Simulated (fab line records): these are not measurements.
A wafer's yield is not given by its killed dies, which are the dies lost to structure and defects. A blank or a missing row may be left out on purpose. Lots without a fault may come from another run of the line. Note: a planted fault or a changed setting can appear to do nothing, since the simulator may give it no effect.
Matching of chambers | flow sfq_line | 4 sister chambers for SFQ_TRILAYER_A5B_CMP_CMP_130 on cmp-02
The step polishes, stops on Nb, target thk 340.7 nm. 8 wafers are shown with their chamber, then 10 later ones without.

## WAFERS WITH THEIR CHAMBER
wafer  | chamber | motor_current_A (A)
L804.1 | 2       | 8.7
L807.2 | 2       | 8.7
L807.3 | 0       | 9.1
L808.4 | 1       | 9.7
L808.5 | 0       | 8.8
L808.6 | 3       | 8.7
L813.2 | 1       | 10.2
L813.3 | 3       | 8.5

## WAFERS WITHOUT THEIR CHAMBER
wafer  | motor_current_A (A)
L813.5 | 9.9
L820.2 | 8.7
L820.3 | 8.9
L820.4 | 9.9
L822.2 | 9.7
L822.4 | 9.0
L822.5 | 9.4
L824.3 | 9.7
L824.1 | 8.8
L824.5 | 8.5

## EACH ONE'S CHAMBER
wafer  | from the rows above               | in truth
L813.5 | 1                                 | 1
L820.2 | can't be placed: 2 or 3 or 0      | 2
L820.3 | can't be placed: 0 or 2 or 3      | 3
L820.4 | 1                                 | 1
L822.2 | 1                                 | 1
L822.4 | can't be placed: 0 or 2 or 3      | 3
L822.5 | can't be placed: 0 or 1 or 2 or 3 | 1
L824.3 | 1                                 | 1
L824.1 | can't be placed: 2 or 0 or 3      | 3
L824.5 | can't be placed: 3 or 2 or 0      | 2
Correct placement for 4 of the 10. These rows do not allow placing 6 (true chamber among the candidates in 6). Number placed wrongly: 0.
How it was worked out, from the rows above alone: a wafer's distance from a chamber is the root of the sum, over the readings, of the square of ((its reading less the chamber's mean) divided by the reading's scatter). The wafer belongs to the nearest chamber; if the next one is less than 2 further off, it can't be placed. Each chamber's mean is taken over the wafers shown for it. The scatter: the root of (the sum of the squares of (reading less its chamber's mean) over the shown wafers, divided by (wafers less chambers)).
